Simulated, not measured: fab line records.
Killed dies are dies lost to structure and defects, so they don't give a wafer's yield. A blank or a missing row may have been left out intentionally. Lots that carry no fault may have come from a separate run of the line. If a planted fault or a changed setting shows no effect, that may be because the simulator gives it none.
Comparing a struck lot with a sound one ; flow sky130 ; 15 out of 708 route steps
Sound: wafers L986.1, L986.4, L986.6. Struck: wafer L976.6. (L976.4 of the same lot was not struck and is left out.) The cause comes at the end.
For every step that has rows: the tool of each side, followed by ch and its chambers, followed by its first start. Under that, the readings that differ: sound wafers ; struck wafers ; difference of the means ; sigmas: that difference in standard deviations of wafers without a fault.
alike: a reading whose means differ by less than 2 such deviations, as well as words and numbers matching on both sides. not compared: withheld readings; readings where some wafer has no value; bounds like >300 that might hide an equal value; numbers whose values overlap and for which the record gives no deviation.
The two part at a step that has a row with sigmas, a row that says differs or no value, or rows on one side only. Numbers that don't overlap but have no deviation are shown without sigmas and don't part them. A reading missing from all wafers of one side parts the sides only when that side holds two or more wafers.

first, 8 steps without rows for these wafers: SKY_METAL3_DEHYDRATE_05 (time 60 s); SKY_METAL3_HMDS_06 (prime time 60 s); SKY_METAL3_COAT_07 (resist thk 60 nm); SKY_METAL3_COAT_08 (resist thk 1140 nm); SKY_METAL3_SOFTBAKE_09 (time 90 s); SKY_METAL3_EXPOSE_10 (exposes mask MM3, target cd 300 nm); SKY_METAL3_PEB_11; SKY_METAL3_DEVELOP_12 (develop time 60 s).
SKY_METAL3_CD_MEAS_13: target cd 300 nm.
  struck on cd sem-02, day 41 07:04; sound on cd sem-01, day 44 03:51
  alike: cd nm
SKY_METAL3_OVL_MEAS_14:
  struck on overlay-01, day 41 07:08; sound on overlay-01, day 44 03:58
  alike: METAL3_OVL
SKY_METAL3_DESCUM_15: chemistry O2, time 8 s.
  sound on rie metal-04 ch 0,1, day 44 04:01; struck on rie metal-03 ch 0, day 41 07:10
reading;sound;struck;difference;sigmas
drypump motor current A (A);5.12 5.95 5.14;5.86;+0.46;+2
  alike: oes product au
  not compared: rf hours counter h
SKY_METAL3_ETCH_16: etches BARC in N2/H2, stops on SiO2, time 88.2 s, target depth 60 nm.
  sound on rie metal-04 ch 0,1, day 44 04:02; struck on rie metal-03 ch 0, day 41 07:13
reading;sound;struck;difference;sigmas
throttle valve pct (%);13.207 13.196 13.225;13.189;-0.020;-2
  alike: drypump motor current A, oes product au
  not compared: rf hours counter h
SKY_METAL3_ETCH_17: etches SiO2 in C4F8/O2/Ar, stops on TiN, time 3.9 s, target depth 15 nm.
  sound on rie diel-02 ch 0,1,2, day 44 04:08; struck on rie diel-01 ch 3, day 41 07:18
reading;sound;struck;difference;sigmas
model.TiN_of_METAL3_SPUTTER_04.thk nm (nm);70.69 70.33 70.38;68.54;-1.93;
  alike: oes product au
SKY_METAL3_METAL_ETCH_18: etches the open film in Cl2/BCl3, stops on SiO2, target depth 845 nm, time 183.1 s.
  sound on rie metal-01 ch 0,1, day 44 04:10; struck on rie metal-04 ch 1, day 41 07:22
reading;sound;struck;difference;sigmas
mfc cl2 sccm (sccm);59.96 60.29 60.26;59.62;-0.55;-3
  alike: drypump motor current A, oes product au, throttle valve pct
  not compared: rf hours counter h
after that, 1 step had no rows for these wafers: SKY_PAD_OPEN_PROBE_99.

== WHERE THEY PART ==
First at SKY_METAL3_DESCUM_15; last, within this record, at SKY_METAL3_METAL_ETCH_18.

WHY: whatever the simulator had introduced
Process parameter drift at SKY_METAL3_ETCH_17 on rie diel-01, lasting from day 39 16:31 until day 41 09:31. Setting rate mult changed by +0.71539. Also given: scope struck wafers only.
